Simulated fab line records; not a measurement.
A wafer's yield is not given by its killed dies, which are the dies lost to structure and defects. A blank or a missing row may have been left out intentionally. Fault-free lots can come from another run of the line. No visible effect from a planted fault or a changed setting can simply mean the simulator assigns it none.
Chamber matching || flow sky130 || SKY_LI_CONTACT_CMP_02 on cmp-01 has 4 sister chambers
The step polishes PSG. 4 wafers are shown with their chamber, then 7 later ones without.

WAFERS PAIRED WITH THEIR CHAMBERS
{"wafer": "L986.4", "chamber": 0, "motorCurrentA (A)": 13.8}
{"wafer": "L989.1", "chamber": 2, "motorCurrentA (A)": 10.7}
{"wafer": "L102.2", "chamber": 3, "motorCurrentA (A)": 11.3}
{"wafer": "L102.3", "chamber": 1, "motorCurrentA (A)": 10.6}

WAFERS WITH NO CHAMBER GIVEN
{"wafer": "L102.5", "motorCurrentA (A)": 11.7}
{"wafer": "L107.1", "motorCurrentA (A)": 10.8}
{"wafer": "L107.3", "motorCurrentA (A)": 11.6}
{"wafer": "L107.5", "motorCurrentA (A)": 10.5}
{"wafer": "L108.1", "motorCurrentA (A)": 13.0}
{"wafer": "L108.2", "motorCurrentA (A)": 11.2}
{"wafer": "L108.6", "motorCurrentA (A)": 13.4}

WHICH CHAMBER EACH ONE RAN IN
{"wafer": "L102.5", "from the rows above": "can't be placed: 3 or 2 or 1", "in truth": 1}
{"wafer": "L107.1", "from the rows above": "can't be placed: 2 or 1 or 3", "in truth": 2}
{"wafer": "L107.3", "from the rows above": "can't be placed: 3 or 2 or 1", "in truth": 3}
{"wafer": "L107.5", "from the rows above": "can't be placed: 1 or 2 or 3", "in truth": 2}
{"wafer": "L108.1", "from the rows above": 0, "in truth": 0}
{"wafer": "L108.2", "from the rows above": "can't be placed: 3 or 2 or 1", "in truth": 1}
{"wafer": "L108.6", "from the rows above": 0, "in truth": 0}
2 of 7 placed correctly. These rows do not allow placing 5 (true chamber among the candidates in 5). 0 placed wrongly.
How it was worked out, from the rows above alone: a wafer's distance from a chamber is the root of the sum, over the readings, of the square of ((its reading less the chamber's mean) divided by the reading's scatter). The wafer belongs to the nearest chamber; if the next one is less than 2 further off, it can't be placed. For every chamber, the mean is computed from those of its wafers that are shown. The scatter: root of mean squared gap, hidden wafer to nearest shown wafer, with one shown wafer a chamber.
